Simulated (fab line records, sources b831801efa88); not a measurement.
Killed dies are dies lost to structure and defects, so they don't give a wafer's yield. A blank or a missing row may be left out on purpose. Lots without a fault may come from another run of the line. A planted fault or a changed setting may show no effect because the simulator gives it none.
Split-lot experiment | flow sky130 | 5 lots, 23 wafers read, on a route of 708 steps

THE SPLIT
At SKY_POLY_GATE_COAT_07 (resist thk 110 nm), the setting resist_thk_nm was moved away from the recipe's 110 nm on 9 of the 23 wafers read, by -4.7% to +3.9%. The other wafers ran this setting at the recipe's value.

The reading is taken at the split's own step.

THE READING
BARC_of_POLY_GATE_COAT_07.thk_nm (the simulator's own value, which no gauge read), in nm, at SKY_POLY_GATE_COAT_07 (resist thk 110 nm). The file gives no usual value for it. The 14 wafers here that ran the recipe average 110.1 nm, standard deviation 0.22 nm.

wafer  | tool, chamber at the split | resist_thk_nm as run, nm | against the recipe | BARC_of_POLY_GATE_COAT_07.thk_nm, nm | against lot-mates on the recipe
L074.1 | litho_track-03, 0          | 105.8                    | -3.8%              | 105.6                                | -4.5
L074.3 | litho_track-03, 0          | 110                      | recipe             | 110                                  | -
L074.4 | litho_track-03, 0          | 110                      | recipe             | 110.1                                | -
L074.5 | litho_track-03, 0          | 105.8                    | -3.8%              | 105.8                                | -4.2
L074.6 | litho_track-03, 0          | 105.8                    | -3.8%              | 105.8                                | -4.2
L079.4 | litho_track-03, 0          | 110                      | recipe             | 110                                  | -
L079.5 | litho_track-03, 0          | 110                      | recipe             | 110.1                                | -
L079.6 | litho_track-03, 0          | 110                      | recipe             | 110.3                                | -
L082.1 | litho_track-03, 0          | 110                      | recipe             | 110.1                                | -
L082.5 | litho_track-03, 0          | 110                      | recipe             | 110.1                                | -
L082.2 | litho_track-03, 0          | 110                      | recipe             | 109.9                                | -
L082.4 | litho_track-03, 0          | 110                      | recipe             | 109.9                                | -
L082.6 | litho_track-03, 0          | 110                      | recipe             | 109.8                                | -
L083.1 | litho_track-01, 0          | 104.8                    | -4.7%              | 105                                  | -5.5
L083.2 | litho_track-01, 0          | 104.8                    | -4.7%              | 105.1                                | -5.5
L083.3 | litho_track-01, 0          | 110                      | recipe             | 110.5                                | -
L083.4 | litho_track-01, 0          | 104.8                    | -4.7%              | 105.2                                | -5.3
L083.5 | litho_track-01, 0          | 110                      | recipe             | 110.6                                | -
L084.1 | litho_track-03, 0          | 110                      | recipe             | 110                                  | -
L084.2 | litho_track-03, 0          | 114.3                    | +3.9%              | 114.7                                | +4.8
L084.3 | litho_track-03, 0          | 110                      | recipe             | 109.9                                | -
L084.5 | litho_track-03, 0          | 114.3                    | +3.9%              | 114.2                                | +4.2
L084.6 | litho_track-03, 0          | 114.3                    | +3.9%              | 114.3                                | +4.3

THE FIT
A straight line over all 23 wafers: BARC_of_POLY_GATE_COAT_07.thk_nm changes by +1.09 nm for each +1% of resist_thk_nm; r = +1.00; the points scatter about the line by 0.23 nm.
The same after taking each lot's own level away (the mean of its wafers on the recipe; 23 wafers): +1.14 nm for each +1%; r = +1.00; scatter 0.13 nm.
On that fit, the largest move of resist_thk_nm shifts the reading by 5.4 nm.
The lots' own levels span 109.95 to 110.55 nm, that is 2.7 times the standard deviation above.
So the lot-to-lot level changes the slope little: the two slopes agree.
Check: with one of the wafers moved furthest among these (-4.7%) left out of the fit, the line predicts -5.37 nm for it against its lot-mates. It came out at -5.55 nm against them.

OTHER SPLITS ON THESE WAFERS
These wafers also went through other splits before the reading. Each is held against what the fit with the lots' levels taken away leaves over:
other split on the same wafers               | wafers away from the commonest value | r with BARC_of_POLY_GATE_COAT_07.thk_nm (lot level and that fit taken away)
SKY_VT_ADJUST_HVTR_DEVELOP_06 develop_time_s | 9                                    | -0.09
SKY_VT_ADJUST_PCH_COAT_02 spin_rpm           | 11                                   | +0.26
SKY_SONOS_TUNNEL_COAT_02 spin_rpm            | 9                                    | +0.07
SKY_SONOS_TUNNEL_IMPLANT_09 energy_kev       | 5                                    | -0.06
SKY_SONOS_ONO_OXIDATION_00 ox_time_s         | 18                                   | +0.05
SKY_SONOS_ONO_DEVELOP_12 develop_time_s      | 11                                   | +0.13
SKY_GATE_OXIDE_COAT_05 spin_rpm              | 5                                    | -0.28
SKY_GATE_OXIDE_OXIDATION_16 temp_c           | 15                                   | -0.12
SKY_POLY_GATE_IMPLANT_02 energy_kev          | 8                                    | +0.14

THE FILE'S OWN FIT
BARC_of_POLY_GATE_COAT_07.thk_nm changes by +1.14 nm for each +1% of resist_thk_nm, r = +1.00.
